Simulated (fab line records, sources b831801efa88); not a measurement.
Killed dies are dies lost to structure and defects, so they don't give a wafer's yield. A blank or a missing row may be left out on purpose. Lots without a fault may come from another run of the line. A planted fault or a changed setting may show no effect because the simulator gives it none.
fab line records | flow sky130
record lots=13 wafers=39 last_day=50
route steps=708 shown LDD_N@246 LI_CONTACT@364 CONTACT@424
lots that met no fault: from a run of the same line without faults
start_h: hours from the record's first day to the start of the lot's first wafer shown | wait_h: hours since the lot's step before | " the same as in the row above | L1.1+2: a row that stands for several wafers | - no value, or no start given | * or withheld: withheld | < > ~ a bound
route shown NAME@n: a module of which the file shows steps, and the number in the route of the first | usual: mean/standard deviation of fault-free wafers | same: alike in all rows | chamber/n: place in a boat | sites: the reading at each site | _std_site: their standard deviation | _edge_site: outer sites' mean less inner sites' | radius_mm: how far each site lies from the wafer's centre | mask NAME#n: copy n | behind: the tool/chamber that last shaped the wafer | hold: why the lot was held/for how many hours/how that ended | device: the transistor (n, p or np) that didn't switch | end of line: the same wafers' tests at the end of the route | a step without rows: its recipe alone | killed: dies lost to structure and defects at the first sort, not the wafer's yield | map: a wafer's dies, x killed, . not, _ none there
set.NAME: the setting as run; set.NAME@STEP: as run at that earlier step | model.NAME: the simulator's own value behind a step, which no gauge read
steps of the route over a sample of lots; a table a step, a row a wafer
services: from which hour (start_h, from the record's first day; less than 0 if before it) a tool's chamber was out of use, for how many hours, and why
## steps
# step SKY_LDD_N_IMPLANT_09
# recipe species=As energy_kev=20 dose_cm2=7.5e+13 tilt_deg=withheld rotation_deg=113
# usual rotation_deg=113.00/0.033
# columns lot.wafer tool chamber start_h wait_h rotation_deg
L489.2 implanter-04 0 398.93 0.1 113.01
L489.5 " 0 " " 112.98
L489.6 " 0 " " 113.04
L490.2 implanter-02 0 411.63 0.1 112.95
L490.3 " 0 " " 113.00
L490.6 " 0 " " 112.96
L491.1 implanter-04 0 449.23 0.1 113.03
L491.3 " 0 " " 112.96
L491.6 " 0 " " 112.99
L492.2 implanter-04 0 450.45 0.1 112.97
L492.4 " 0 " " 113.02
L492.5 " 0 " " 113.05
L493.1 implanter-04 0 451.63 0.1 113.07
L493.2 " 0 " " 112.95
L493.4 " 0 " " 113.01
L495.1 implanter-04 0 452.83 0.1 112.98
L495.2 " 0 " " 112.97
L495.5 " 0 " " 113.00
L496.1 implanter-02 0 460.85 0.1 112.97
L496.3 " 0 " " 112.99
L496.4 " 0 " " 113.00
L498.2 implanter-04 0 479.35 0.1 113.01
L498.5 " 0 " " 112.99
L498.6 " 0 " " 113.05
L502.1 implanter-02 0 547.78 0.1 247.51
L502.3 " 0 " " 247.53
L502.4 " 0 " " 247.49
L507.3 implanter-02 0 555.33 0.1 247.46
L507.4 " 0 " " 247.48
L507.6 " 0 " " 247.49
L509.2 implanter-01 0 570.93 0.1 112.97
L509.3 " 0 " " 112.98
L509.6 " 0 " " 112.96
L511.4 implanter-04 0 588.03 0.1 112.97
L511.5 " 0 " " 112.99
L511.6 " 0 " " 113.06
L512.1 implanter-01 0 594.33 0.1 113.02
L512.3 " 0 " " 113.06
L512.4 " 0 " " 113.05
# step SKY_LI_CONTACT_CMP_02
# recipe material=PSG down_force_psi=4 platen_rpm=60 pad_velocity_m_s=0.94248
# usual motor_current_A=11.9/1.5 slurry_flow_ml_min=150.0/0.45 time_to_endpoint_s=32.3/2.3
# columns lot.wafer tool chamber start_h wait_h motor_current_A slurry_flow_ml_min time_to_endpoint_s
L489.2 cmp-02 0 645.62 0.1 11.4 150.0 29.4
L489.5 " 3 " " 10.8 149.6 30.7
L489.6 " 0 " " 12.3 149.9 31.5
L490.2 cmp-01 3 655.45 0.1 12.2 148.7 32.0
L490.3 " 1 " " 12.9 149.8 29.8
L490.6 " 2 " " 13.1 149.7 31.4
L491.3 cmp-02 0 687.85 0.0 11.1 150.1 32.1
L491.1 " 2 " " 12.2 150.1 30.1
L491.6 " 0 " " 11.6 150.0 32.9
L492.2 cmp-02 0 691.32 0.1 12.3 150.0 37.2
L492.4 " 2 " " 12.2 149.6 34.6
L492.5 " 3 " " 11.4 150.2 38.5
L495.2 cmp-02 2 692.66 0.1 12.0 149.2 36.1
L495.1 " 0 " " 11.7 149.2 33.1
L495.5 " 2 " " 12.0 149.7 33.9
L493.2 cmp-01 3 692.80 0.1 12.1 150.3 31.4
L493.1 " 1 " " 12.4 150.2 29.8
L493.4 " 2 " " 12.8 149.9 29.5
L496.3 cmp-02 2 699.80 0.0 11.9 149.7 33.5
L496.1 " 3 " " 10.9 150.3 36.7
L496.4 " 1 " " 9.2 150.0 35.2
L498.2 cmp-01 3 719.40 0.0 11.8 150.5 33.6
L498.6 " 3 " " 12.4 149.9 32.9
L498.5 " 0 " " 13.8 150.0 32.6
L502.3 cmp-01 2 779.39 0.0 12.7 149.8 29.9
L502.4 " 3 " " 12.1 149.2 31.6
L502.1 " 1 " " 13.0 149.3 31.1
L507.3 cmp-01 1 789.04 0.1 13.1 149.5 30.8
L507.4 " 3 " " 12.8 148.7 33.4
L507.6 " 1 " " 12.8 150.1 29.6
L509.3 cmp-02 3 800.94 0.0 11.4 149.3 34.4
L509.2 " 1 " " 9.4 149.9 36.4
L509.6 " 3 " " 11.2 149.7 32.2
L511.4 cmp-02 0 817.65 0.2 12.4 150.2 30.5
L511.5 " 1 " " 9.0 149.1 31.5
L511.6 " 2 " " 12.2 149.9 30.6
L512.1 cmp-02 0 821.74 0.1 12.3 149.2 33.2
L512.3 " 1 " " 9.4 149.8 33.3
L512.4 " 2 " " 11.5 150.4 30.6
# step SKY_LI_CONTACT_CMP_24
# recipe stop_on=PSG t_overpolish_s=20 down_force_psi=3.5 platen_rpm=60 target_thk_nm=0 pad_velocity_m_s=0.94248
# usual motor_current_A=11.0/1.3 overpolish_run_s=19.999/0.009 slurry_flow_ml_min=150.0/0.44 time_to_endpoint_s=96/3.4
# same t_overpolish_s=20
# columns lot.wafer tool chamber start_h wait_h motor_current_A overpolish_run_s slurry_flow_ml_min time_to_endpoint_s
L489.2 cmp-01 0 675.29 0.1 13.0 19.995 150.8 93
L489.6 " 2 " " 11.6 19.995 149.8 94
L489.5 " 3 " " 12.1 20.010 149.7 97
L490.2 cmp-01 3 684.68 0.0 11.6 20.000 150.3 100
L490.3 " 1 " " 11.1 20.021 149.3 99
L490.6 " 3 " " 12.1 19.984 150.3 100
L491.3 cmp-02 3 717.11 0.1 10.5 19.998 150.0 97
L491.1 " 1 " " 8.4 20.013 150.3 94
L491.6 " 2 " " 11.4 20.022 149.7 93
L492.2 cmp-02 0 719.28 0.0 10.6 20.021 151.0 96
L492.4 " 2 " " 11.3 19.997 150.0 94
L492.5 " 1 " " 8.6 19.995 149.8 95
L495.2 cmp-01 0 721.81 0.1 12.9 20.004 150.6 94
L495.1 " 2 " " 12.3 20.000 150.0 98
L495.5 " 3 " " 11.7 20.014 150.2 98
L493.4 cmp-02 3 722.01 0.0 9.9 20.002 150.3 98
L493.1 " 0 " " 11.6 20.000 149.4 96
L493.2 " 2 " " 11.8 19.986 150.2 95
L496.4 cmp-01 2 728.42 0.0 12.1 19.997 149.4 95
L496.1 " 3 " " 11.8 20.007 149.9 98
L496.3 " 0 " " 13.1 19.993 149.9 95
L498.2 cmp-02 0 748.71 0.1 11.0 19.985 149.8 95
L498.6 " 3 " " 9.8 19.990 149.7 97
L498.5 " 0 " " 11.0 19.997 149.4 94
L502.4 cmp-01 1 808.48 0.0 11.9 19.994 150.5 93
L502.1 " 2 " " 12.1 20.015 150.7 90
L502.3 " 0 " " 13.1 20.009 150.2 93
L507.4 cmp-02 3 818.15 0.0 9.5 20.001 149.7 95
L507.3 " 1 " " 8.4 20.010 150.1 94
L507.6 " 0 " " 11.6 20.002 149.7 92
L509.2 cmp-02 2 829.46 0.0 11.1 19.998 150.4 98
L509.3 " 1 " " 8.7 19.988 150.3 93
L509.6 " 3 " " 9.8 20.004 149.4 97
L511.4 cmp-01 3 844.79 0.1 11.0 20.002 150.3 100
L511.5 " 1 " " 11.8 20.008 150.5 97
L511.6 " 2 " " 11.9 19.993 150.0 100
L512.3 cmp-02 0 849.21 0.0 12.0 20.006 150.0 97
L512.1 " 1 " " 8.7 19.989 150.2 97
L512.4 " 3 " " 10.0 19.995 149.9 100
# step SKY_CONTACT_ETCH_18
# recipe target=Si3N4 chemistry=CHF3/O2 stop_on=TiN source_w=600 bias_w=200 pressure_mtorr=40 chf3_flow_sccm=50 O2_flow_sccm=5 time_s=39 target_depth_a=750
# usual drypump_motor_current_A=5.9/0.39 oes_product_au=0.856/0.0073 throttle_valve_pct=8.792/0.0087
# same time_s=39
# columns lot.wafer tool chamber start_h wait_h drypump_motor_current_A oes_product_au rf_hours_counter_h throttle_valve_pct
L489.2 rie_diel-02 0 - - 5.8 0.845 6 8.788
L489.5 " 1 " " 6.1 0.857 - 8.785
L489.6 " 0 " " 5.8 0.856 - 8.799
L490.2 rie_diel-01 0 - - 5.7 0.851 10 8.786
L490.3 " 1 " " 5.4 0.869 11 8.791
L490.6 " 3 " " 6.1 0.858 - 8.803
L491.1 rie_diel-02 1 - - 6.1 0.843 14 8.794
L491.3 " 0 " " 5.8 0.844 7 8.787
L491.6 " 2 " " 5.5 0.852 - 8.792
L492.2 rie_diel-02 2 - - 5.4 0.846 17 8.794
L492.4 " 3 " " 5.8 0.863 8 8.792
L492.5 " 3 " " 5.8 0.853 - 8.781
L495.1 rie_diel-02 2 - - 5.4 0.863 17 8.784
L495.2 " 3 " " 5.8 0.863 8 8.792
L495.5 " 1 " " 6.1 0.865 - 8.807
L493.1 rie_diel-01 2 - - 5.9 0.855 23 8.795
L493.2 " 3 " " 6.1 0.846 33 8.778
L493.4 " 2 " " 5.9 0.858 - 8.806
L496.1 rie_diel-03 2 - - 6.2 0.849 15 8.796
L496.3 " 3 " " 6.4 0.853 14 8.791
L496.4 " 1 " " 5.0 0.848 9 8.785
L498.2 rie_diel-02 3 - - 5.8 0.871 8 8.803
L498.5 " 3 " " 5.9 0.859 - 8.799
L498.6 " 2 " " 5.5 0.858 - 8.798
L502.1 rie_diel-01 0 - - 5.7 0.854 14 8.782
L502.3 " 2 " " 5.9 0.848 26 8.795
L502.4 " 1 " " 5.4 0.855 15 8.799
L507.3 rie_diel-01 1 - - 5.4 0.862 16 8.796
L507.4 " 2 " " 5.9 0.856 26 8.801
L507.6 " 2 " " 5.9 0.866 - 8.792
L509.2 rie_diel-03 3 - - 6.4 0.857 18 8.783
L509.3 " 2 " " 6.3 0.863 19 8.790
L509.6 " 1 " " 5.1 0.860 - 8.794
L511.4 rie_diel-01 2 - - 5.9 0.856 27 8.790
L511.5 " 1 " " 5.5 0.857 - 8.807
L511.6 " 0 " " 5.7 0.855 - 8.793
L512.1 rie_diel-03 3 - - 6.4 0.854 18 8.812
L512.3 " 2 " " 6.3 0.859 20 8.774
L512.4 " 1 " " 5.1 0.854 13 8.796
## services
# columns tool chamber start_h hours kind
cmp-02 - 389.76 0.5 repair
cmp-02 - 404.04 4.0 pm
cmp-02 - 419.66 3.5 repair
cmp-01 - 444.77 4.2 pm
cmp-02 - 467.10 0.9 repair
cmp-02 - 483.76 7.5 pm
cmp-01 - 488.56 4.2 repair
cmp-01 - 504.01 0.8 repair
cmp-02 - 505.42 4.1 repair
cmp-02 - 531.52 2.2 repair
cmp-02 - 571.44 2.6 repair
cmp-01 - 572.00 4.0 pm
cmp-02 - 590.66 1.2 repair
cmp-02 - 632.36 0.9 repair
cmp-02 - 662.78 0.5 repair
cmp-02 - 725.42 5.1 repair
cmp-02 - 734.24 1.9 repair
cmp-02 - 741.98 1.1 repair
cmp-02 - 744.04 4.0 pm
cmp-02 - 758.24 1.5 repair
cmp-02 - 804.84 2.1 repair
cmp-02 - 822.81 1.1 repair
cmp-02 - 841.62 5.5 pm
cmp-02 - 852.76 5.0 pm
## key
first_sign step=SKY_LDD_N_IMPLANT_09 reading=rotation_deg direction=up sigmas=99+ usual=113.00 struck=247.50
effect none on later readings
met_at SKY_LDD_N_IMPLANT_09
struck_lots L502,L507
tester_left_out L502,L507
not_acting_at SKY_LI_CONTACT_CMP_02,SKY_LI_CONTACT_CMP_24,SKY_CONTACT_ETCH_18
onset_between 460.85 547.78
fault kind=process_parameter_drift tool=implanter-02 chamber=- onset_h=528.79 steps=SKY_LDD_N_IMPLANT_09 channel=rotation_deg offset=134.5 shape=step end_h=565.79 acts_in=these_recipes_only stated=113
# tester_left_out: of these lots the tester's yield and bins aren't shown, on N5 and GAA mostly nor the transistor test; their killed dies are dies lost to structure and defects alone, not to doping, threshold or leakage, so they don't give the yield
